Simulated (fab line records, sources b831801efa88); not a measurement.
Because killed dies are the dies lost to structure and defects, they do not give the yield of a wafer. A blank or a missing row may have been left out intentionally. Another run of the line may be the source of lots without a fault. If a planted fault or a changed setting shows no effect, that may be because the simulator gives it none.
Which of the tools did it? :: flow sky130 :: 13 lots, 39 wafers sampled, at 5 steps of a route of 708

WHAT EACH GAUGE READ, for each wafer
SKY_VT_ADJUST_HVTR_CD_MEAS_07: target cd 380 nm. Usual: cd nm 380.2 nm, standard deviation 2.6.
lot: L748
measured: day 9 10:14
on: cd sem-02
cd nm (nm): 380.7 381.8 380.8
flag: 

lot: L751
measured: day 10 10:59
on: cd sem-01
cd nm (nm): 374.5 377.2 376.8
flag: 

lot: L752
measured: day 10 15:49
on: cd sem-01
cd nm (nm): 382.8 382.3 382.1
flag: 

lot: L753
measured: day 10 22:58
on: cd sem-01
cd nm (nm): 379.9 379.6 380.8
flag: 

lot: L754
measured: day 11 09:19
on: cd sem-02
cd nm (nm): 377.3 381.6 382.0
flag: 

lot: L755
measured: day 11 16:23
on: cd sem-02
cd nm (nm): 381.6 379.7 380.8
flag: 

lot: L759
measured: day 12 21:28
on: cd sem-01
cd nm (nm): 384.6 384.4 383.9
flag: 

lot: L764
measured: day 14 14:28
on: cd sem-02
cd nm (nm): 379.5 379.8 380.9
flag: 

lot: L765
measured: day 14 21:58
on: cd sem-02
cd nm (nm): 375.3 377.6 378.9
flag: 

lot: L766
measured: day 14 23:17
on: cd sem-01
cd nm (nm): 375.9 377.2 375.2
flag: 

lot: L768
measured: day 15 16:52
on: cd sem-01
cd nm (nm): 387.3 384.9 385.5
flag: 

lot: L770
measured: day 16 19:59
on: cd sem-02
cd nm (nm): 377.6 377.9 375.6
flag: 

lot: L771
measured: day 16 21:44
on: cd sem-02
cd nm (nm): 383.5 380.0 382.5
flag: 

SKY_VT_ADJUST_HVTR_TW_MEAS_11. Usual: VT_ADJUST_HVTR_TW 209.8, standard deviation 1.5.
lot: L748
measured: day 9 10:38
on: film metro-04
VT_ADJUST_HVTR_TW: 209.2 209.2 209.8
flag: 

lot: L751
measured: day 10 11:22
on: film metro-03
VT_ADJUST_HVTR_TW: 211.6 211.2 211.2
flag: 

lot: L752
measured: day 10 16:14
on: film metro-04
VT_ADJUST_HVTR_TW: 208.8 208.3 208.6
flag: 

lot: L753
measured: day 10 23:23
on: film metro-04
VT_ADJUST_HVTR_TW: 208.0 208.9 208.6
flag: 

lot: L754
measured: day 11 09:44
on: film metro-04
VT_ADJUST_HVTR_TW: 209.4 208.9 209.6
flag: 

lot: L755
measured: day 11 16:46
on: film metro-04
VT_ADJUST_HVTR_TW: 208.5 209.1 210.5
flag: 

lot: L759
measured: day 12 21:53
on: film metro-02
VT_ADJUST_HVTR_TW: 209.6 209.4 210.5
flag: 

lot: L764
measured: day 14 14:50
on: film metro-04
VT_ADJUST_HVTR_TW: 155.4 155.9 155.9
flag: OFF

lot: L765
measured: day 14 22:23
on: film metro-04
VT_ADJUST_HVTR_TW: 208.7 208.0 209.0
flag: 

lot: L766
measured: day 14 23:40
on: film metro-03
VT_ADJUST_HVTR_TW: 158.0 159.3 158.9
flag: OFF

lot: L768
measured: day 15 17:17
on: film metro-04
VT_ADJUST_HVTR_TW: 208.5 208.4 209.5
flag: 

lot: L770
measured: day 16 20:23
on: film metro-03
VT_ADJUST_HVTR_TW: 211.2 212.3 211.0
flag: 

lot: L771
measured: day 16 22:07
on: film metro-03
VT_ADJUST_HVTR_TW: 212.5 211.7 211.7
flag: 

SKY_SONOS_ONO_CD_MEAS_13: target cd 410 nm. Usual: cd nm 410.5 nm, standard deviation 2.4.
lot: L748
measured: day 12 14:07
on: cd sem-01
cd nm (nm): 405.3 409.2 407.0
flag: 

lot: L751
measured: day 13 19:46
on: cd sem-01
cd nm (nm): 409.1 409.1 405.5
flag: 

lot: L752
measured: day 14 02:10
on: cd sem-01
cd nm (nm): 405.2 407.1 408.7
flag: 

lot: L753
measured: day 14 06:37
on: cd sem-02
cd nm (nm): 410.9 411.7 412.7
flag: 

lot: L754
measured: day 14 21:14
on: cd sem-02
cd nm (nm): 408.1 410.6 411.5
flag: 

lot: L755
measured: day 15 05:20
on: cd sem-02
cd nm (nm): 409.6 410.0 405.3
flag: 

lot: L759
measured: day 16 12:01
on: cd sem-01
cd nm (nm): 412.6 409.2 410.3
flag: 

lot: L764
measured: day 18 13:52
on: cd sem-02
cd nm (nm): 412.6 411.0 413.0
flag: 

lot: L765
measured: day 18 17:47
on: cd sem-02
cd nm (nm): 408.2 408.3 409.9
flag: 

lot: L766
measured: day 18 20:35
on: cd sem-01
cd nm (nm): 409.9 412.1 411.6
flag: 

lot: L768
measured: day 20 02:08
on: cd sem-01
cd nm (nm): 410.2 412.0 412.1
flag: 

lot: L770
measured: day 20 18:15
on: cd sem-02
cd nm (nm): 410.4 412.1 412.7
flag: 

lot: L771
measured: day 21 02:55
on: cd sem-02
cd nm (nm): 409.8 409.0 410.8
flag: 

WHAT TOOL EACH LOT RAN ON (gives the tool, then ch and the chambers of the sampled wafers, and finally the start)
lot: L748
SKY_NWELL_RTA_28: rtp anneal-02 ch 0, day 5 06:40
SKY_VT_ADJUST_HVTR_IMPLANT_09: implanter-04 ch 0, day 9 10:23

lot: L751
SKY_NWELL_RTA_28: rtp anneal-01 ch 0, day 6 03:06
SKY_VT_ADJUST_HVTR_IMPLANT_09: implanter-04 ch 0, day 10 11:10

lot: L752
SKY_NWELL_RTA_28: rtp anneal-02 ch 0, day 6 07:57
SKY_VT_ADJUST_HVTR_IMPLANT_09: implanter-04 ch 0, day 10 15:59

lot: L753
SKY_NWELL_RTA_28: rtp anneal-01 ch 0, day 6 14:54
SKY_VT_ADJUST_HVTR_IMPLANT_09: implanter-03 ch 0, day 10 23:08

lot: L754
SKY_NWELL_RTA_28: rtp anneal-02 ch 0, day 6 21:10
SKY_VT_ADJUST_HVTR_IMPLANT_09: implanter-04 ch 0, day 11 09:29

lot: L755
SKY_NWELL_RTA_28: rtp anneal-01 ch 0, day 7 04:16
SKY_VT_ADJUST_HVTR_IMPLANT_09: implanter-02 ch 0, day 11 16:32

lot: L759
SKY_NWELL_RTA_28: rtp anneal-01 ch 0, day 8 00:53
SKY_VT_ADJUST_HVTR_IMPLANT_09: implanter-03 ch 0, day 12 21:38

lot: L764
SKY_NWELL_RTA_28: rtp anneal-02 ch 0, day 9 11:44
SKY_VT_ADJUST_HVTR_IMPLANT_09: implanter-03 ch 0, day 14 14:38

lot: L765
SKY_NWELL_RTA_28: rtp anneal-02 ch 0, day 9 18:04
SKY_VT_ADJUST_HVTR_IMPLANT_09: implanter-02 ch 0, day 14 22:08

lot: L766
SKY_NWELL_RTA_28: rtp anneal-01 ch 0, day 9 18:44
SKY_VT_ADJUST_HVTR_IMPLANT_09: implanter-03 ch 0, day 14 23:26

lot: L768
SKY_NWELL_RTA_28: rtp anneal-01 ch 0, day 10 09:32
SKY_VT_ADJUST_HVTR_IMPLANT_09: implanter-04 ch 0, day 15 17:02

lot: L770
SKY_NWELL_RTA_28: rtp anneal-01 ch 0, day 11 07:28
SKY_VT_ADJUST_HVTR_IMPLANT_09: implanter-02 ch 0, day 16 20:09

lot: L771
SKY_NWELL_RTA_28: rtp anneal-02 ch 0, day 11 08:14
SKY_VT_ADJUST_HVTR_IMPLANT_09: implanter-04 ch 0, day 16 21:53
- SKY_NWELL_RTA_28: time 30 s.
- SKY_VT_ADJUST_HVTR_IMPLANT_09

AS READ BY THE TOOLS THEMSELVES (means over the sampled wafers that have a number; for cases with no such wafer, the mark the record gives instead)
SKY_NWELL_RTA_28. Usual: chamber o2 ppm 1.997, standard deviation 0.023; lamp power pct 25.30 %, standard deviation 0.053; wafer_temp_C_max 1054.8, standard deviation 1.
lot: L748
tool: rtp anneal-02
chamber o2 ppm: 2.002
lamp power pct (%): 25.30
wafer_temp_C_max: 1053.6
flag: 

lot: L751
tool: rtp anneal-01
chamber o2 ppm: 1.993
lamp power pct (%): 25.27
wafer_temp_C_max: 1055.2
flag: 

lot: L752
tool: rtp anneal-02
chamber o2 ppm: 2.025
lamp power pct (%): 25.31
wafer_temp_C_max: 1055.0
flag: 

lot: L753
tool: rtp anneal-01
chamber o2 ppm: 2.010
lamp power pct (%): 25.29
wafer_temp_C_max: 1055.1
flag: 

lot: L754
tool: rtp anneal-02
chamber o2 ppm: 1.994
lamp power pct (%): 25.34
wafer_temp_C_max: 1055.1
flag: 

lot: L755
tool: rtp anneal-01
chamber o2 ppm: 1.987
lamp power pct (%): 25.29
wafer_temp_C_max: 1054.8
flag: 

lot: L759
tool: rtp anneal-01
chamber o2 ppm: 1.986
lamp power pct (%): 25.25
wafer_temp_C_max: 1054.5
flag: 

lot: L764
tool: rtp anneal-02
chamber o2 ppm: 2.021
lamp power pct (%): 25.23
wafer_temp_C_max: 1055.7
flag: 

lot: L765
tool: rtp anneal-02
chamber o2 ppm: 2.020
lamp power pct (%): 25.29
wafer_temp_C_max: 1054.4
flag: 

lot: L766
tool: rtp anneal-01
chamber o2 ppm: 1.997
lamp power pct (%): 25.29
wafer_temp_C_max: 1056.1
flag: 

lot: L768
tool: rtp anneal-01
chamber o2 ppm: 1.971
lamp power pct (%): 25.29
wafer_temp_C_max: 1055.9
flag: 

lot: L770
tool: rtp anneal-01
chamber o2 ppm: 1.987
lamp power pct (%): 25.30
wafer_temp_C_max: 1054.7
flag: 

lot: L771
tool: rtp anneal-02
chamber o2 ppm: 1.972
lamp power pct (%): 25.23
wafer_temp_C_max: 1055.3
flag: 

SKY_VT_ADJUST_HVTR_IMPLANT_09. Usual: dose ions cm2 2.1002e+12, standard deviation 2.3e+09; faraday current uA 11.86, standard deviation 0.24.
lot: L748
tool: implanter-04
dose ions cm2: 2.1004e+12
faraday current uA: 11.75
flag: 

lot: L751
tool: implanter-04
dose ions cm2: 2.0989e+12
faraday current uA: 11.95
flag: 

lot: L752
tool: implanter-04
dose ions cm2: 2.1022e+12
faraday current uA: 11.92
flag: 

lot: L753
tool: implanter-03
dose ions cm2: 2.0992e+12
faraday current uA: 11.80
flag: 

lot: L754
tool: implanter-04
dose ions cm2: 2.1006e+12
faraday current uA: 11.88
flag: 

lot: L755
tool: implanter-02
dose ions cm2: 2.1021e+12
faraday current uA: 12.00
flag: 

lot: L759
tool: implanter-03
dose ions cm2: 2.1028e+12
faraday current uA: 12.05
flag: 

lot: L764
tool: implanter-03
dose ions cm2: 7.3887e+11
faraday current uA: 4.15
flag: OFF

lot: L765
tool: implanter-02
dose ions cm2: 2.0989e+12
faraday current uA: 12.06
flag: 

lot: L766
tool: implanter-03
dose ions cm2: 7.3740e+11
faraday current uA: 4.20
flag: OFF

lot: L768
tool: implanter-04
dose ions cm2: 2.1025e+12
faraday current uA: 11.69
flag: 

lot: L770
tool: implanter-02
dose ions cm2: 2.0999e+12
faraday current uA: 11.95
flag: 

lot: L771
tool: implanter-04
dose ions cm2: 2.1027e+12
faraday current uA: 11.75
flag: 

THE ANSWER, worked out from the rows above alone
Rule: take the mean of a lot's wafers that have a number; if it is more than 3 standard deviations from the usual mean, the lot is off. A lot without any number at a reading at which 4 lots or more have one is off too. Where the step has rows for the other lots, those lots are counted as sound. The gauges are gone through in route order, then the tools' own readings, and for those a lot's mean is taken as printed above. At the first step where some lot is off, the reading lying furthest off is the one used; lots without a number count as furthest.
Off: at SKY_VT_ADJUST_HVTR_TW_MEAS_11 (VT_ADJUST_HVTR_TW), L764, L766.
A tool fits if, at a process step before that reading, it ran every lot that is off, and no sound lot after the first of them. Not tried: the gauges at SKY_VT_ADJUST_HVTR_TW_MEAS_11; whatever is off there is also off at SKY_VT_ADJUST_HVTR_IMPLANT_09, on other tools, and gauge error can't account for it. One fits: SKY_VT_ADJUST_HVTR_IMPLANT_09 on implanter-03. Its last sound lot is L759 (day 12 21:38), its first lot that is off L764 (day 14 14:38): a fault that began between those two fits.
The tool's own readings at SKY_VT_ADJUST_HVTR_IMPLANT_09 bear it out: on the lots that are off they differ by more than 5 times the standard deviation of the sound lots' means. dose ions cm2 reads 7.3814e+11 there against 2.1009e+12 on the sound lots; faraday current uA reads 4.18 there against 11.89 on the sound lots.

WHAT WAS PUT IN BY THE SIMULATOR
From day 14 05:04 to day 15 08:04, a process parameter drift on implanter-03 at SKY_VT_ADJUST_HVTR_IMPLANT_09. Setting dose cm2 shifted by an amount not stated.
Lots struck among those shown: L764, L766. The rule above found the same.
